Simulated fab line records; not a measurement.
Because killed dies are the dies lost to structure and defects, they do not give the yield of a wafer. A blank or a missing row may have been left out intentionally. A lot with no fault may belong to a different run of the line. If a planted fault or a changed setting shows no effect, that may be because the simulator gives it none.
fab line records    flow sky130
[record] lots = 14  wafers = 42  lastDay = 50
route steps=708 shown CONTACT@410 VIA1@470 PAD_OPEN@708
lots that met no fault: taken from a fault-free run of the same line
startH: start of the lot's first displayed wafer, in hours after the record's first day    waitH: time in hours since the lot's previous step    " the same as in the row above    L1.1+2: several wafers, shown together as one row    - either no value or no given start    * or withheld: withheld    < > ~ a bound
route shown NAME@n: NAME is a module with steps in the file, n the number in the route of the first one    usual: average and standard deviation across the fault-free wafers    same: alike in all rows    chamber/n: place in a boat    sites: each site's reading    _std_site: their standard deviation    _edge_site: the outer-site mean with the inner-site mean subtracted    radiusMm: how far each site lies from the wafer's centre    mask NAME#n: copy n    behind: the most recent tool/chamber to have shaped the wafer    hold: why the lot went on hold/how many hours it stayed there/how the hold came to an end    device: whichever transistor did not switch (one of n, p or np)    end of line: at the end of the route, the tests of the same wafers    a step without rows: its recipe alone    killed: count of dies lost to structure and defects at first sort (not the wafer's yield)    map: shows each die of a wafer: x if killed, . if not, _ if none is there
set.NAME: the run value of the setting; set.NAME@STEP: its run value at that earlier step    model.NAME: the simulator's own value behind a step, which no gauge read
a sample of lots followed through the steps of the route, with each step as a table and each wafer as a row
services: when a tool's chamber went out of use (startH, in hours from the record's first day, below 0 if earlier), for how many hours, and the reason
[[steps]]
[step SKY_CONTACT_CMP_04]
[recipe] material = SiO2  downForcePsi = 4  platenRpm = 60  padVelocityMS = 0.94248
[usual] headPressurePsi = 3.999/0.0082  motorCurrentA = 11.9/1.2  timeToEndpointS = 84/6
lot.wafer  tool    chamber  startH  waitH  headPressurePsi  motorCurrentA  timeToEndpointS
L353.2     cmp-02  3        709.91  0.1    3.989            14.0           83
L353.3     "       0        "       "      4.009            11.3           85
L353.6     "       2        "       "      3.995            12.0           89
L354.3     cmp-02  0        721.57  0.1    4.014            11.1           81
L354.4     "       1        "       "      3.996            11.8           78
L354.6     "       3        "       "      4.008            13.4           75
L355.4     cmp-02  3        729.28  0.1    3.990            13.8           85
L355.3     "       0        "       "      3.998            11.1           79
L355.5     "       2        "       "      4.003            11.8           83
L357.2     cmp-01  1        754.13  0.1    4.004            14.0           76
L357.4     "       2        "       "      4.001            12.2           85
L357.3     "       3        "       "      4.002            9.8            76
L358.2     cmp-01  1        766.31  0.1    4.012            13.8           74
L358.3     "       2        "       "      4.006            12.2           83
L358.6     "       0        "       "      4.009            11.4           75
L362.2     cmp-02  3        777.40  0.0    4.002            14.2           90
L362.3     "       2        "       "      3.993            11.7           88
L362.5     "       3        "       "      3.993            13.0           88
L364.3     cmp-02  3        794.71  0.1    1.954            9.1            108
L364.5     "       1        "       "      1.940            7.6            106
L364.6     "       2        "       "      1.932            7.6            108
L365.1     cmp-02  0        802.50  0.1    1.950            7.5            110
L365.2     "       2        "       "      1.937            7.4            109
L365.5     "       1        "       "      1.935            7.8            114
L370.4     cmp-01  2        855.67  0.1    3.985            11.5           90
L370.6     "       1        "       "      4.000            13.6           85
L370.5     "       2        "       "      3.997            12.3           94
L369.2     cmp-01  2        856.87  0.0    3.992            11.8           90
L369.1     "       0        "       "      4.012            11.1           79
L369.5     "       3        "       "      4.004            9.8            87
L372.4     cmp-01  1        859.21  0.1    3.990            13.4           75
L372.1     "       2        "       "      3.995            11.9           86
L372.5     "       1        "       "      3.995            14.1           79
L373.4     cmp-01  1        865.31  0.0    3.989            13.3           85
L373.3     "       3        "       "      4.010            9.8            79
L373.6     "       2        "       "      4.008            12.0           83
L374.4     cmp-01  3        869.55  0.0    3.989            10.0           78
L374.6     "       3        "       "      4.007            10.4           76
L374.5     "       0        "       "      3.987            11.8           71
L375.3     cmp-02  1        877.15  0.0    4.014            11.4           76
L375.2     "       2        "       "      4.014            11.7           84
L375.4     "       3        "       "      4.005            13.5           81
[step SKY_CONTACT_ETCH_17]
[recipe] target = SiO2  chemistry = C4F8/O2/Ar  stopOn = Si3N4  maskMaterial = KrF-thick  sourceW = 1500  biasW = 1200  pressureMtorr = 40  c4f8FlowSccm = withheld  O2_flow_sccm = 6  Ar_flow_sccm = 300  timeS = withheld  targetDepthA = 3400
[usual] oesProductAu = 0.892/0.0046
lot.wafer  tool        chamber  startH  waitH  oesProductAu
L353.2     rieDiel-04  0        737.45  0.0    0.894
L353.3     "           3        "       "      0.900
L353.6     "           2        "       "      0.899
L354.3     rieDiel-04  1        750.15  0.0    0.888
L354.4     "           0        "       "      0.891
L354.6     "           1        "       "      0.886
L355.3     rieDiel-03  3        756.55  0.0    0.892
L355.4     "           0        "       "      0.890
L355.5     "           0        "       "      0.893
L357.2     rieDiel-02  0        781.47  0.0    0.894
L357.3     "           3        "       "      0.880
L357.4     "           2        "       "      0.894
L358.2     rieDiel-03  0        793.32  0.0    0.887
L358.3     "           2        "       "      0.891
L358.6     "           2        "       "      0.890
L362.2     rieDiel-03  0        804.45  0.0    0.893
L362.3     "           1        "       "      0.895
L362.5     "           3        "       "      0.890
L364.3     rieDiel-03  2        820.85  0.0    0.971
L364.5     "           1        "       "      0.980
L364.6     "           2        "       "      0.983
L365.1     rieDiel-04  2        828.25  0.0    0.997
L365.2     "           0        "       "      0.998
L365.5     "           1        "       "      0.994
L370.4     rieDiel-02  3        881.85  0.0    0.887
L370.5     "           3        "       "      0.899
L370.6     "           0        "       "      0.899
L369.1     rieDiel-04  0        883.10  0.0    0.891
L369.2     "           3        "       "      0.896
L369.5     "           2        "       "      0.891
L372.1     rieDiel-03  1        886.00  0.0    0.893
L372.4     "           0        "       "      0.888
L372.5     "           3        "       "      0.898
L373.3     rieDiel-04  0        891.20  0.0    0.894
L373.4     "           1        "       "      0.900
L373.6     "           1        "       "      0.898
L374.4     rieDiel-03  1        895.55  0.0    0.893
L374.5     "           0        "       "      0.889
L374.6     "           3        "       "      0.894
L375.2     rieDiel-02  3        903.65  0.0    0.892
L375.3     "           2        "       "      0.892
L375.4     "           1        "       "      0.893
[step SKY_VIA1_CD_MEAS_12]
[recipe] targetCdNm = 150
[usual] cdNm = 150.2/1.6
lot.wafer  tool      chamber  startH  waitH  cdNm
L353.2     cdSem-02  -        793.84  -      150.7
L353.3     "         -        "       "      149.6
L353.6     "         -        "       "      147.8
L354.3     cdSem-01  -        805.90  -      152.8
L354.4     "         -        "       "      149.9
L354.6     "         -        "       "      151.8
L355.3     cdSem-02  -        812.65  -      153.0
L355.4     "         -        "       "      153.8
L355.5     "         -        "       "      151.3
L357.2     cdSem-01  -        836.37  -      150.9
L357.3     "         -        "       "      150.0
L357.4     "         -        "       "      150.3
L358.2     cdSem-02  -        848.18  -      148.7
L358.3     "         -        "       "      148.4
L358.6     "         -        "       "      148.9
L362.2     cdSem-02  -        859.03  -      149.9
L362.3     "         -        "       "      149.4
L362.5     "         -        "       "      151.0
L365.2     cdSem-01  -        882.94  -      148.7
L370.4     cdSem-02  -        934.23  -      147.3
L370.5     "         -        "       "      147.1
L370.6     "         -        "       "      149.3
L369.1     cdSem-02  -        937.02  -      148.5
L369.2     "         -        "       "      151.2
L369.5     "         -        "       "      150.2
L372.1     cdSem-02  -        939.11  -      150.7
L372.4     "         -        "       "      150.2
L372.5     "         -        "       "      149.0
L373.3     cdSem-02  -        943.75  -      151.4
L373.4     "         -        "       "      151.6
L373.6     "         -        "       "      150.0
L374.4     cdSem-02  -        948.81  -      151.2
L374.5     "         -        "       "      151.2
L374.6     "         -        "       "      149.9
L375.2     cdSem-01  -        955.54  -      150.1
L375.3     "         -        "       "      151.2
L375.4     "         -        "       "      153.2
[step SKY_VIA1_OVL_MEAS_13]
[usual] VIA1_OVL = 0/4.7
lot.wafer  tool        chamber  startH  waitH  VIA1_OVL[nm]
L353.2     overlay-01  -        793.95  0.1    6
L353.3     "           -        "       "      0
L353.6     "           -        "       "      2
L354.3     overlay-02  -        806.00  0.1    7
L354.4     "           -        "       "      8
L354.6     "           -        "       "      5
L355.3     overlay-02  -        812.75  0.1    2
L355.4     "           -        "       "      1
L355.5     "           -        "       "      3
L357.2     overlay-01  -        836.48  0.1    -1
L357.3     "           -        "       "      7
L357.4     "           -        "       "      -8
L358.2     overlay-01  -        848.29  0.1    -3
L358.3     "           -        "       "      1
L358.6     "           -        "       "      -4
L362.2     overlay-02  -        859.14  0.1    -1
L362.3     "           -        "       "      -6
L362.5     "           -        "       "      -7
L365.2     overlay-02  -        883.06  0.1    -5
L370.4     overlay-01  -        934.31  0.1    3
L370.5     "           -        "       "      1
L370.6     "           -        "       "      2
L369.1     overlay-02  -        937.14  0.1    -4
L369.2     "           -        "       "      3
L369.5     "           -        "       "      -5
L372.1     overlay-01  -        939.23  0.1    -2
L372.4     "           -        "       "      1
L372.5     "           -        "       "      2
L373.3     overlay-01  -        943.85  0.1    0
L373.4     "           -        "       "      -3
L373.6     "           -        "       "      1
L374.4     overlay-01  -        948.89  0.1    -4
L374.5     "           -        "       "      -3
L374.6     "           -        "       "      6
L375.2     overlay-01  -        955.65  0.1    1
L375.3     "           -        "       "      -3
L375.4     "           -        "       "      0
[step SKY_PAD_OPEN_PROBE_99]
[usual] killed_at_M0_to_M3 = 44/6.4  killed_at_M4_up = 3.0/1.8  killedAtContacts = 24/5  killedAtFrontEnd = 16/4.3  killedAtOther = 0.4/0.76  killedDies = 88/8.6  killedOnRim = 18/4  killedOpen = 47/7.2  killedShort = 40/5.5
[same] grossDies = 492  killedAtBackSide = 0
lot.wafer  tool       chamber  startH   waitH  killed_at_M0_to_M3  killed_at_M4_up  killedAtContacts  killedAtFrontEnd  killedAtOther  killedDies  killedOnRim  killedOpen  killedShort
L364.3     prober-01  -        1139.32  0.2    56                  3                408               14                3              484         94           43          49
L364.5     prober-01  -        1139.42  0.2    53                  3                372               11                4              443         96           48          42
L364.6     prober-01  -        1139.47  0.2    38                  4                390               16                1              449         61           48          27
L365.1     prober-02  -        1142.95  0.1    37                  1                293               9                 0              340         93           38          41
L365.2     prober-02  -        1143.00  0.1    38                  3                157               12                1              211         74           40          45
L365.5     prober-02  -        1143.15  0.2    48                  2                345               18                1              414         71           46          45
L370.4     prober-02  -        1180.32  0.2    51                  0                25                13                0              89          14           48          41
L370.5     prober-02  -        1180.37  0.2    51                  6                30                15                0              102         27           59          43
L370.6     prober-02  -        1180.42  0.2    37                  2                28                18                0              85          18           50          35
// killed by level:class
L364.3 CONTACT:areaCmp=388 VIA1:geometricParticle:open=16 VIA1:geometricParticle:short=9 VIA2:geometricParticle:open=7 METAL2:geometricParticle:short=7 LI_CONTACT:geometricParticle:open=6 LI_CONTACT:geometricParticle:short=6 FIELD_ISO:geometricParticle:short=4
L364.5 CONTACT:areaCmp=349 VIA1:geometricParticle:open=14 VIA1:geometricParticle:short=9 CONTACT:geometricParticle:open=8 VIA2:geometricParticle:open=8 METAL2:geometricParticle:short=6 LI_CONTACT:geometricParticle:open=5 FIELD_ISO:geometricParticle:short=4
L364.6 CONTACT:areaCmp=371 VIA1:geometricParticle:open=9 CONTACT:geometricParticle:open=7 FIELD_ISO:geometricParticle:open=6 METAL1:geometricParticle:open=5 METAL1:geometricParticle:short=5 VIA2:geometricParticle:open=4 VIA3:geometricParticle:open=4
L365.1 CONTACT:areaCmp=261 CONTACT:geometricParticle:open=8 METAL1:geometricParticle:short=8 LOCAL_INTERCONNECT:geometricParticle:short=7 CONTACT:geometricParticle:short=7 VIA1:geometricParticle:short=7 VIA3:geometricParticle:open=6 LI_CONTACT:geometricParticle:open=5
L365.2 CONTACT:areaCmp=126 CONTACT:geometricParticle:open=10 VIA2:geometricParticle:open=9 CONTACT:geometricParticle:short=8 METAL2:geometricParticle:short=7 FIELD_ISO:geometricParticle:short=5 LI_CONTACT:geometricParticle:open=5 VIA1:geometricParticle:open=5
L365.5 CONTACT:areaCmp=323 VIA1:geometricParticle:open=10 VIA2:geometricParticle:open=10 LI_CONTACT:geometricParticle:open=8 METAL1:geometricParticle:short=7 CONTACT:geometricParticle:open=6 POLY_GATE:geometricParticle:short=6 METAL3:geometricParticle:short=6
L370.4 CONTACT:geometricParticle:open=11 METAL2:geometricParticle:short=9 VIA3:geometricParticle:open=8 VIA1:geometricParticle:open=6 VIA1:geometricParticle:short=6 VIA2:geometricParticle:short=6 VIA2:geometricParticle:open=5 LI_CONTACT:geometricParticle:open=5
L370.5 CONTACT:geometricParticle:open=12 VIA1:geometricParticle:open=11 LI_CONTACT:geometricParticle:open=10 VIA1:geometricParticle:short=9 METAL1:geometricParticle:short=8 VIA2:geometricParticle:open=6 METAL2:geometricParticle:short=5 VIA3:geometricParticle:open=5
L370.6 CONTACT:geometricParticle:open=9 VIA2:geometricParticle:open=9 LI_CONTACT:geometricParticle:open=8 FIELD_ISO:geometricParticle:open=7 METAL2:geometricParticle:short=6 LOCAL_INTERCONNECT:geometricParticle:short=6 VIA1:geometricParticle:open=6 CONTACT:geometricParticle:short=5
[[services]]
tool        chamber  startH  hours  kind
rieDiel-02  -        702.24  2.8    pm
rieDiel-03  -        704.19  0.5    repair
cmp-01      -        728.64  2.7    repair
rieDiel-04  1        729.13  10.2   repair
rieDiel-04  2        730.46  1.6    repair
rieDiel-04  0        730.61  2.9    repair
cmp-02      -        740.25  7.9    pm
cmp-01      -        744.03  4.0    pm
cmp-01      -        748.03  -      consumableReplace:conditioner
cmp-01      -        748.03  -      consumableReplace:pad
rieDiel-03  1        782.40  21.7   repair
rieDiel-02  2        810.79  31.5   repair
cmp-02      -        812.20  0.6    repair
rieDiel-04  3        824.00  11.3   repair
rieDiel-04  0        828.41  5.4    repair
rieDiel-04  1        828.77  6.9    repair
cmp-02      -        830.73  3.0    repair
rieDiel-04  2        834.22  7.9    repair
rieDiel-02  1        840.87  4.1    repair
rieDiel-04  1        847.74  14.6   repair
cmp-02      -        855.57  0.8    repair
rieDiel-02  3        858.95  3.1    repair
cmp-02      -        875.83  0.6    repair
rieDiel-02  1        877.29  3.6    repair
[[key]]
[firstSign] step = SKY_CONTACT_CMP_04  reading = headPressurePsi  direction = down  sigmas = 99+  usual = 3.999  struck = 1.941
[effect] step = SKY_CONTACT_CMP_04  reading = timeToEndpointS  direction = up  sigmas = 4.2  usual = *  struck = *
[effect] step = SKY_CONTACT_ETCH_17  reading = oesProductAu  direction = up  sigmas = 21  usual = 0.892  struck = 0.987
[effect] step = SKY_PAD_OPEN_PROBE_99  reading = killedAtContacts  direction = up  sigmas = 60  usual = 24  struck = 328
[moreKillsBornAt] SKY_CONTACT_CMP_04@cmp-02 = 1818
metAt SKY_CONTACT_CMP_04
struckLots L364,L365
laterRowsLeftOut L364.3,L364.5,L364.6,L365.1,L365.5
testerLeftOut L364,L365
notActingAt SKY_VIA1_CD_MEAS_12,SKY_VIA1_OVL_MEAS_13
onsetBetween 777.40 794.71
[fault] kind = processParameterDrift  tool = cmp-02  chamber = -  onsetH = 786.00  steps = SKY_CONTACT_CMP_04  channel = downForcePsi  offset = -2.0567  shape = step  endH = 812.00  actsIn = theseRecipesOnly  stated = 4
// testerLeftOut: of these lots the tester's yield and bins aren't shown, on N5 and GAA mostly nor the transistor test; their killed dies are dies lost to structure and defects alone, not to doping, threshold or leakage, so they don't give the yield
// laterRowsLeftOut: the simulator's readings of these wafers behind a module that went badly wrong aren't trusted and aren't shown, but for the sort
